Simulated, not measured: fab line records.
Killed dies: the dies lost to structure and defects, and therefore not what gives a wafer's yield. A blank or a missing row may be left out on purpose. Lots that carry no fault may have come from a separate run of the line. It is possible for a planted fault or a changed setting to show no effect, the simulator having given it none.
Tool commonality check || flow sky130 || Sample size 13 lots and 48 wafers

== THE REASON FOR OPENING IT ==
3 of 13 lots carry a flag on the reading VIA3_W_RS at SKY_VIA3_RS_MEAS_22. Wafers without a fault read 0.291 ohm/sq, standard deviation 0.004.
Rule: a lot is flagged when every wafer of it that has a number lies more than 4 standard deviations from that mean, or none has a number. The rest of the lots are taken to be sound.

{"lot": "L286", "measured": "day 39 10:56", "on": "film_metro-02", "VIA3_W_RS (ohm/sq), wafer by wafer": "0.294 0.291 0.288", "flag": ""}
{"lot": "L287", "measured": "day 39 23:58", "on": "film_metro-01", "VIA3_W_RS (ohm/sq), wafer by wafer": "0.288 0.295 0.290", "flag": ""}
{"lot": "L288", "measured": "day 40 06:25", "on": "film_metro-02", "VIA3_W_RS (ohm/sq), wafer by wafer": "0.289 0.289 0.289", "flag": ""}
{"lot": "L292", "measured": "day 41 10:36", "on": "film_metro-01", "VIA3_W_RS (ohm/sq), wafer by wafer": "0.293 0.295 0.290", "flag": ""}
{"lot": "L295", "measured": "day 42 13:19", "on": "film_metro-04", "VIA3_W_RS (ohm/sq), wafer by wafer": "0.291 0.284 0.293", "flag": ""}
{"lot": "L297", "measured": "day 43 00:52", "on": "film_metro-04", "VIA3_W_RS (ohm/sq), wafer by wafer": "0.287 0.289 0.285", "flag": ""}
{"lot": "L298", "measured": "day 43 09:10", "on": "film_metro-02", "VIA3_W_RS (ohm/sq), wafer by wafer": "0.292 0.295 0.289", "flag": ""}
{"lot": "L299", "measured": "day 43 12:20", "on": "film_metro-01", "VIA3_W_RS (ohm/sq), wafer by wafer": "56.883 58.319 59.103 56.815 58.424 59.103", "flag": "FLAGGED"}
{"lot": "L300", "measured": "day 43 22:18", "on": "film_metro-04", "VIA3_W_RS (ohm/sq), wafer by wafer": "59.195 58.225 59.199 59.234 58.266 59.301", "flag": "FLAGGED"}
{"lot": "L301", "measured": "day 44 05:46", "on": "film_metro-01", "VIA3_W_RS (ohm/sq), wafer by wafer": "58.904 56.293 59.193 58.903 56.473 59.163", "flag": "FLAGGED"}
{"lot": "L304", "measured": "day 45 00:44", "on": "film_metro-02", "VIA3_W_RS (ohm/sq), wafer by wafer": "0.296 0.291 0.295", "flag": ""}
{"lot": "L308", "measured": "day 45 20:12", "on": "film_metro-04", "VIA3_W_RS (ohm/sq), wafer by wafer": "0.295 0.292 0.292", "flag": ""}
{"lot": "L309", "measured": "day 46 00:23", "on": "film_metro-04", "VIA3_W_RS (ohm/sq), wafer by wafer": "0.294 0.291 0.291", "flag": ""}
On average the flagged lots read 58.389 ohm/sq, which is +58.098 ohm/sq against the usual, or +99 or more standard deviations.

== WHICH TOOL RAN EACH LOT ==
2 process steps preceding the reading are held in the record, out of 708 steps in the route. Cell contents, in order: the tool; ch with the chambers the sampled wafers went through; the start.
{"lot": "L286", "flag": "", "SKY_CAPM_METAL_ETCH_13": "rie_metal-01 ch 0,1, day 37 04:09", "SKY_VIA3_CVD_21": "cvd_w-01 ch 0,1, day 39 10:47"}
{"lot": "L287", "flag": "", "SKY_CAPM_METAL_ETCH_13": "rie_metal-04 ch 0,1, day 37 19:16", "SKY_VIA3_CVD_21": "cvd_w-01 ch 0,1, day 39 23:51"}
{"lot": "L288", "flag": "", "SKY_CAPM_METAL_ETCH_13": "rie_metal-04 ch 0, day 37 22:00", "SKY_VIA3_CVD_21": "cvd_w-02 ch 1, day 40 06:17"}
{"lot": "L292", "flag": "", "SKY_CAPM_METAL_ETCH_13": "rie_metal-04 ch 0,1, day 39 06:09", "SKY_VIA3_CVD_21": "cvd_w-02 ch 0,1, day 41 10:29"}
{"lot": "L295", "flag": "", "SKY_CAPM_METAL_ETCH_13": "rie_metal-04 ch 0,1, day 40 10:34", "SKY_VIA3_CVD_21": "cvd_w-01 ch 0,1, day 42 13:12"}
{"lot": "L297", "flag": "", "SKY_CAPM_METAL_ETCH_13": "rie_metal-04 ch 0,1, day 40 21:30", "SKY_VIA3_CVD_21": "cvd_w-02 ch 0,1, day 43 00:44"}
{"lot": "L298", "flag": "", "SKY_CAPM_METAL_ETCH_13": "rie_metal-04 ch 0,1, day 41 06:43", "SKY_VIA3_CVD_21": "cvd_w-02 ch 0,1, day 43 09:02"}
{"lot": "L299", "flag": "FLAGGED", "SKY_CAPM_METAL_ETCH_13": "rie_metal-04 ch 0,1, day 41 09:54", "SKY_VIA3_CVD_21": "cvd_w-02 ch 0,1, day 43 12:12"}
{"lot": "L300", "flag": "FLAGGED", "SKY_CAPM_METAL_ETCH_13": "rie_metal-01 ch 0, day 41 20:48", "SKY_VIA3_CVD_21": "cvd_w-02 ch 0,1, day 43 22:10"}
{"lot": "L301", "flag": "FLAGGED", "SKY_CAPM_METAL_ETCH_13": "rie_metal-03 ch 0,1, day 42 03:21", "SKY_VIA3_CVD_21": "cvd_w-02 ch 1, day 44 05:38"}
{"lot": "L304", "flag": "", "SKY_CAPM_METAL_ETCH_13": "rie_metal-03 ch 0,1, day 42 23:54", "SKY_VIA3_CVD_21": "cvd_w-01 ch 0,1, day 45 00:35"}
{"lot": "L308", "flag": "", "SKY_CAPM_METAL_ETCH_13": "rie_metal-01 ch 0,1, day 43 20:51", "SKY_VIA3_CVD_21": "cvd_w-02 ch 0,1, day 45 20:04"}
{"lot": "L309", "flag": "", "SKY_CAPM_METAL_ETCH_13": "rie_metal-03 ch 1, day 44 01:36", "SKY_VIA3_CVD_21": "cvd_w-01 ch 0,1, day 46 00:15"}
What is done by these steps:
- SKY_CAPM_METAL_ETCH_13: etches TiN in Cl2/BCl3, stops on SiO2, target depth 220 nm, time 62.9 s.
- SKY_VIA3_CVD_21: deposits W, target thk 390 nm, time 117.31 s.
- SKY_VIA3_RS_MEAS_22: measures by four-point-probe.

== FLAGGED OVER TOTAL, TOOL BY TOOL (the gauges that took the reading come last) ==
{"step": "SKY_CAPM_METAL_ETCH_13", "tool": "rie_metal-01", "lots run": 3, "flagged": 1, "share of the flagged lots": "some", "sound lots run after its first flagged lot": "1 (L308)"}
{"step": "SKY_CAPM_METAL_ETCH_13", "tool": "rie_metal-03", "lots run": 3, "flagged": 1, "share of the flagged lots": "some", "sound lots run after its first flagged lot": "2 (L304,L309)"}
{"step": "SKY_CAPM_METAL_ETCH_13", "tool": "rie_metal-04", "lots run": 7, "flagged": 1, "share of the flagged lots": "some", "sound lots run after its first flagged lot": 0}
{"step": "SKY_VIA3_CVD_21", "tool": "cvd_w-01", "lots run": 5, "flagged": 0, "share of the flagged lots": "none", "sound lots run after its first flagged lot": "-"}
{"step": "SKY_VIA3_CVD_21", "tool": "cvd_w-02", "lots run": 8, "flagged": 3, "share of the flagged lots": "all", "sound lots run after its first flagged lot": "1 (L308)"}
{"step": "SKY_VIA3_RS_MEAS_22", "tool": "film_metro-01", "lots run": 4, "flagged": 2, "share of the flagged lots": "some", "sound lots run after its first flagged lot": 0}
{"step": "SKY_VIA3_RS_MEAS_22", "tool": "film_metro-02", "lots run": 4, "flagged": 0, "share of the flagged lots": "none", "sound lots run after its first flagged lot": "-"}
{"step": "SKY_VIA3_RS_MEAS_22", "tool": "film_metro-04", "lots run": 5, "flagged": 1, "share of the flagged lots": "some", "sound lots run after its first flagged lot": "2 (L308,L309)"}

== WHAT THE TABLE PERMITS ==
Rows of the table that ran each flagged lot: 1, that is cvd_w-02 at SKY_VIA3_CVD_21.
- cvd_w-02 at SKY_VIA3_CVD_21 ran 8 lots, 3 of them flagged. Sound lots ran on it after the first flagged one (L308), which a lasting fault on the whole tool wouldn't allow. On the flagged lots its readings are blank where sound lots have values: chamber_pressure_Torr, heater_power_outer_w, heater_power_w.
There is no row in the table that ran each flagged lot and no sound lot after the first.

== WHAT THE SIMULATOR HAD PUT IN ==
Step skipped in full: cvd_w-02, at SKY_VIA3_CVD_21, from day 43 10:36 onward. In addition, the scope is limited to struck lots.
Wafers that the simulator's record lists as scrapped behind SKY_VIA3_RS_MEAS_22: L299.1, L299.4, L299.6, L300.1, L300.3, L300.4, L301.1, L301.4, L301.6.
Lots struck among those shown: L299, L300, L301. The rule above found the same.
